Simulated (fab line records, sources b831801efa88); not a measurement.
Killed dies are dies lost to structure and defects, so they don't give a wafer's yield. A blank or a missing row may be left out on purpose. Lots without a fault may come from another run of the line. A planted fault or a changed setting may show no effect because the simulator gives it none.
fab line records | flow sky130
record lots=11 wafers=33 last_day=48
route steps=708 shown VIA2@508 METAL3@536 VIA3@576
lots that met no fault: from a run of the same line without faults
start_h: hours from the record's first day to the start of the lot's first wafer shown | wait_h: hours since the lot's step before | " the same as in the row above | L1.1+2: a row that stands for several wafers | - no value, or no start given | * or withheld: withheld | < > ~ a bound
route shown NAME@n: a module of which the file shows steps, and the number in the route of the first | usual: mean/standard deviation of fault-free wafers | same: alike in all rows | chamber/n: place in a boat | sites: the reading at each site | _std_site: their standard deviation | _edge_site: outer sites' mean less inner sites' | radius_mm: how far each site lies from the wafer's centre | mask NAME#n: copy n | behind: the tool/chamber that last shaped the wafer | hold: why the lot was held/for how many hours/how that ended | device: the transistor (n, p or np) that didn't switch | end of line: the same wafers' tests at the end of the route | a step without rows: its recipe alone | killed: dies lost to structure and defects at the first sort, not the wafer's yield | map: a wafer's dies, x killed, . not, _ none there
set.NAME: the setting as run; set.NAME@STEP: as run at that earlier step | model.NAME: the simulator's own value behind a step, which no gauge read
steps of the route over a sample of lots; a table a step, a row a wafer
services: from which hour (start_h, from the record's first day; less than 0 if before it) a tool's chamber was out of use, for how many hours, and why
## steps
# step SKY_VIA2_THK_MEAS_01
# recipe reads=SiO2_of_VIA2_HDPCVD_00
# usual VIA2_HDPCVD_THK=1180/12
# columns lot.wafer tool chamber start_h wait_h VIA2_HDPCVD_THK[nm]
L879.4 film_metro-03 - 838.27 0.0 1185
L879.5 " - " " 1182
L879.6 " - " " 1194
L883.1 film_metro-01 - 864.01 0.1 1193
L883.3 " - " " 1197
L883.6 " - " " 1202
L884.3 film_metro-02 - 869.51 0.1 1187
L884.5 " - " " 1184
L884.6 " - " " 1184
L885.2 film_metro-02 - 871.40 0.1 1193
L885.4 " - " " 1179
L885.6 " - " " 1179
L886.2 film_metro-03 - 876.90 0.1 1187
L886.4 " - " " 1181
L886.5 " - " " 1159
L887.2 film_metro-01 - 883.77 0.1 1181
L887.4 " - " " 1154
L887.5 " - " " 1169
L888.1 film_metro-02 - 893.88 0.1 1183
L888.2 " - " " 1188
L888.4 " - " " 1168
L889.3 film_metro-01 - 901.45 0.1 1190
L889.4 " - " " 1172
L889.5 " - " " 1196
L890.1 film_metro-03 - 904.50 0.1 1160
L890.3 " - " " 1152
L890.4 " - " " 1154
L891.2 film_metro-01 - 917.51 0.1 1202
L891.3 " - " " 1191
L891.4 " - " " 1157
L892.3 film_metro-03 - 920.72 0.1 1190
L892.4 " - " " 1184
L892.5 " - " " 1172
# step SKY_METAL3_SPUTTER_04
# recipe material=TiN target_thk_nm=70 power_w=6500 time_s=58.3 chamber_pressure_pa=0.4
# usual throttle_valve_pct=30.2/1.2
# columns lot.wafer tool chamber start_h wait_h throttle_valve_pct
L879.4 pvd_sputter-04 - 865.87 0.0 29.8
L879.5 " - " " 32.1
L879.6 " - " " 28.6
L883.1 pvd_sputter-02 - 891.83 0.0 29.2
L883.3 " - " " 30.4
L883.6 " - " " 28.6
L884.3 pvd_sputter-02 - 897.45 0.0 28.8
L884.5 " - " " 29.6
L884.6 " - " " 30.8
L885.2 pvd_sputter-02 - 898.82 0.0 28.9
L885.4 " - " " 30.7
L885.6 " - " " 30.3
L886.2 pvd_sputter-02 - 904.51 0.0 30.5
L886.4 " - " " 29.3
L886.5 " - " " 30.9
L887.2 pvd_sputter-04 - 910.86 0.0 29.6
L887.4 " - " " 28.6
L887.5 " - " " 29.7
L888.1 pvd_sputter-04 - 920.85 0.0 29.6
L888.2 " - " " 28.7
L888.4 " - " " 29.6
L889.3 pvd_sputter-04 - 929.36 0.0 29.8
L889.4 " - " " 28.8
L889.5 " - " " 29.6
L890.1 pvd_sputter-02 - 932.01 0.0 29.0
L890.3 " - " " 30.6
L890.4 " - " " 29.2
L891.2 pvd_sputter-02 - 944.30 0.0 30.6
L891.3 " - " " 29.3
L891.4 " - " " 29.3
L892.3 pvd_sputter-02 - 947.64 0.0 30.9
L892.4 " - " " 29.1
L892.5 " - " " 28.6
# step SKY_METAL3_METAL_ETCH_18
# recipe target_depth_a=8450 stop_on=SiO2 over_etch_frac=0.3 time_s=183.1 chemistry=Cl2/BCl3 resist_sidewall_deg=88 pressure_mtorr=10 icp_w=900 bias_w=48.5 Cl2_flow_sccm=60 bcl3_flow_sccm=30
# usual chamber_pressure_mTorr=10.000/0.0094 drypump_motor_current_A=5.6/0.35 he_backside_leak_sccm=3.29/0.2 oes_product_au=0.866/0.0064 throttle_valve_pct=22.265/0.0093
# same time_s=183.1
# columns lot.wafer tool chamber start_h wait_h chamber_pressure_mTorr drypump_motor_current_A he_backside_leak_sccm oes_product_au rf_hours_counter_h throttle_valve_pct
L879.4 rie_metal-02 1 917.38 0.1 9.994 5.8 3.09 0.873 - 22.272
L879.5 " 1 " " 9.985 5.8 3.19 0.879 - 22.252
L879.6 " 0 " " 9.988 5.5 3.62 0.872 - 22.260
L883.1 rie_metal-01 1 941.89 0.0 10.018 5.4 3.22 0.860 6 22.268
L883.3 " 1 " " 9.993 5.4 3.32 0.870 - 22.263
L883.6 " 0 " " 9.992 5.6 3.43 0.870 - 22.264
L884.3 rie_metal-02 0 948.00 0.1 9.976 5.5 3.50 0.867 - 22.262
L884.5 " 1 " " 10.002 5.8 2.98 0.866 - 22.252
L884.6 " 0 " " 9.995 5.4 3.56 0.871 - 22.265
L885.2 rie_metal-02 1 949.79 0.0 10.020 5.8 3.10 0.862 7 22.273
L885.4 " 1 " " 9.988 5.8 3.13 0.861 - 22.251
L885.6 " 0 " " 9.991 5.5 3.48 0.864 - 22.267
L886.2 rie_metal-03 0 954.54 0.0 9.982 5.0 3.12 0.859 5 22.272
L886.4 " 0 " " 10.003 5.0 3.20 0.865 - 22.275
L886.5 " 1 " " 9.996 6.1 3.32 0.870 - 22.267
L887.2 rie_metal-01 1 961.18 0.0 10.014 5.4 3.51 0.878 7 22.277
L887.4 " 0 " " 9.995 5.5 3.22 0.871 - 22.285
L887.5 " 0 " " 9.988 5.6 3.38 0.865 - 22.259
L888.1 rie_metal-01 1 971.29 0.0 10.011 5.4 3.41 0.865 8 22.268
L888.2 " 0 " " 10.000 5.6 3.42 0.864 14 22.247
L888.4 " 1 " " 9.991 5.4 3.46 0.861 - 22.254
L889.3 rie_metal-01 0 978.51 0.1 9.994 5.5 3.39 0.859 - 22.271
L889.4 " 1 " " 9.993 5.4 3.22 0.864 - 22.256
L889.5 " 1 " " 9.990 5.4 3.40 0.867 - 22.272
L890.1 rie_metal-03 1 982.13 0.0 10.004 6.2 3.08 0.864 20 22.259
L890.3 " 0 " " 10.008 5.0 3.12 0.866 - 22.273
L890.4 " 1 " " 9.991 6.2 3.18 0.875 - 22.279
L891.2 rie_metal-01 0 993.80 0.0 10.008 5.6 3.27 0.863 15 22.271
L891.3 " 0 " " 10.001 5.5 3.37 0.871 - 22.270
L891.4 " 1 " " 10.006 5.4 3.55 0.875 - 22.247
L892.3 rie_metal-03 1 996.91 0.1 10.003 6.1 3.23 0.883 - 22.278
L892.4 " 0 " " 9.994 5.0 3.01 0.880 - 22.241
L892.5 " 0 " " 9.995 5.0 3.00 0.864 - 22.261
# step SKY_METAL3_STRIP_19
# recipe chemistry=O2/N2 power_w=1400 pressure_mtorr=1500 platen_temp_c=withheld o2_flow_sccm=3000 n2_flow_sccm=300 overash_fraction=0.5
# usual chamber_pressure_mTorr=1499.8/1.5 drypump_motor_current_A=5.62/0.18 oes_product_au=0.501/0.0059 strip_time_to_endpoint_s=6.51/0.12
# columns lot.wafer tool chamber start_h wait_h chamber_pressure_mTorr drypump_motor_current_A oes_product_au rf_hours_counter_h strip_time_to_endpoint_s
L879.4 plasma_asher-04 0 917.54 0.1 1500.6 5.70 0.495 - 6.49
L879.5 " 1 " " 1498.6 5.43 0.495 - 6.42
L879.6 " 0 " " 1501.3 5.70 0.500 - 6.54
L883.1 plasma_asher-03 1 942.13 0.2 1502.2 5.68 0.502 50 6.67
L883.3 " 0 " " 1503.4 5.59 0.504 - 6.60
L883.6 " 0 " " 1499.6 5.62 0.505 - 6.47
L884.3 plasma_asher-04 1 948.15 0.1 1500.0 5.44 0.503 - 6.51
L884.5 " 1 " " 1500.4 5.45 0.494 - 6.43
L884.6 " 0 " " 1501.6 5.69 0.501 - 6.52
L885.2 plasma_asher-04 1 949.97 0.1 1501.9 5.42 0.499 82 6.41
L885.4 " 1 " " 1499.3 5.43 0.500 - 6.46
L885.6 " 0 " " 1499.8 5.68 0.501 - 6.48
L886.2 plasma_asher-04 0 954.72 0.1 1500.0 5.67 0.502 83 6.59
L886.4 " 0 " " 1498.4 5.65 0.503 - 6.62
L886.5 " 0 " " 1499.7 5.66 0.504 - 6.44
L887.2 plasma_asher-04 0 961.35 0.1 1499.6 5.66 0.510 83 6.73
L887.4 " 0 " " 1498.3 5.69 0.508 - 6.57
L887.5 " 0 " " 1500.6 5.67 0.507 - 6.54
L888.1 plasma_asher-01 0 971.47 0.1 1498.2 5.47 0.510 23 6.64
L888.2 " 1 " " 1499.4 5.99 0.498 23 6.41
L888.4 " 1 " " 1497.9 5.94 0.509 - 6.69
L889.3 plasma_asher-04 0 978.66 0.1 1499.9 5.68 0.500 - 6.49
L889.4 " 1 " " 1501.7 5.42 0.505 - 6.74
L889.5 " 1 " " 1499.6 5.43 0.505 - 6.70
L890.1 plasma_asher-03 1 982.30 0.1 1498.9 5.70 0.499 54 6.49
L890.3 " 1 " " 1499.1 5.67 0.509 - 6.58
L890.4 " 0 " " 1498.8 5.65 0.490 - 6.34
L891.2 plasma_asher-03 1 993.98 0.1 1501.0 5.69 0.501 55 6.59
L891.3 " 1 " " 1499.2 5.71 0.503 - 6.59
L891.4 " 0 " " 1500.1 5.66 0.517 - 6.82
L892.3 plasma_asher-01 1 997.06 0.1 1498.8 6.00 0.496 - 6.36
L892.4 " 0 " " 1499.3 5.46 0.504 - 6.54
L892.5 " 1 " " 1496.8 5.99 0.507 - 6.51
# step SKY_VIA3_BOW_MEAS_03
# recipe mode=bow
# usual VIA3_BOW=78/8.7
# columns lot.wafer tool chamber start_h wait_h VIA3_BOW[um]
L879.4 film_metro-03 - 918.68 0.2 77
L879.5 " - " " 73
L879.6 " - " " 78
L883.1 film_metro-04 - 943.29 0.2 78
L883.3 " - " " 79
L883.6 " - " " 67
L884.3 film_metro-02 - 949.29 0.1 91
L884.5 " - " " 86
L884.6 " - " " 75
L885.2 film_metro-04 - 951.11 0.3 78
L885.4 " - " " 78
L885.6 " - " " 78
L886.2 film_metro-03 - 955.86 0.2 68
L886.4 " - " " 77
L886.5 " - " " 71
L887.2 film_metro-03 - 962.49 0.2 76
L887.4 " - " " 67
L887.5 " - " " 70
L888.1 film_metro-03 - 973.02 0.1 85
L888.2 " - " " 93
L888.4 " - " " 94
L889.3 film_metro-02 - 979.95 0.1 93
L889.4 " - " " 95
L889.5 " - " " 90
L890.1 film_metro-03 - 983.42 0.1 78
L890.3 " - " " 82
L890.4 " - " " 65
L891.2 film_metro-04 - 995.12 0.2 86
L891.3 " - " " 87
L891.4 " - " " 80
L892.3 film_metro-03 - 998.19 0.2 79
L892.4 " - " " 74
L892.5 " - " " 69
## services
# columns tool chamber start_h hours kind
pvd_sputter-04 - 857.11 7.0 repair
pvd_sputter-02 - 866.86 5.3 repair
plasma_asher-04 - 901.04 14.6 pm
rie_metal-01 - 901.46 0.3 repair
plasma_asher-03 - 930.47 0.9 repair
plasma_asher-01 - 930.95 2.0 repair
pvd_sputter-04 - 938.77 1.9 repair
plasma_asher-03 - 956.29 2.8 pm
## key
first_sign step=SKY_METAL3_METAL_ETCH_18 reading=oes_product_au direction=up sigmas=2.5 usual=0.866 struck=0.882
effect none on later readings
met_at SKY_METAL3_SPUTTER_04
struck_lots L892
struck_wafers L892.3,L892.4
not_acting_at SKY_VIA2_THK_MEAS_01,SKY_METAL3_STRIP_19,SKY_VIA3_BOW_MEAS_03
onset_between 944.30 947.64
fault kind=process_parameter_drift tool=pvd_sputter-02 chamber=- onset_h=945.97 steps=SKY_METAL3_SPUTTER_04 channel=target_thk_nm offset=32.443 shape=step end_h=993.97 scope=struck_wafers_only acts_in=these_recipes_only stated=70
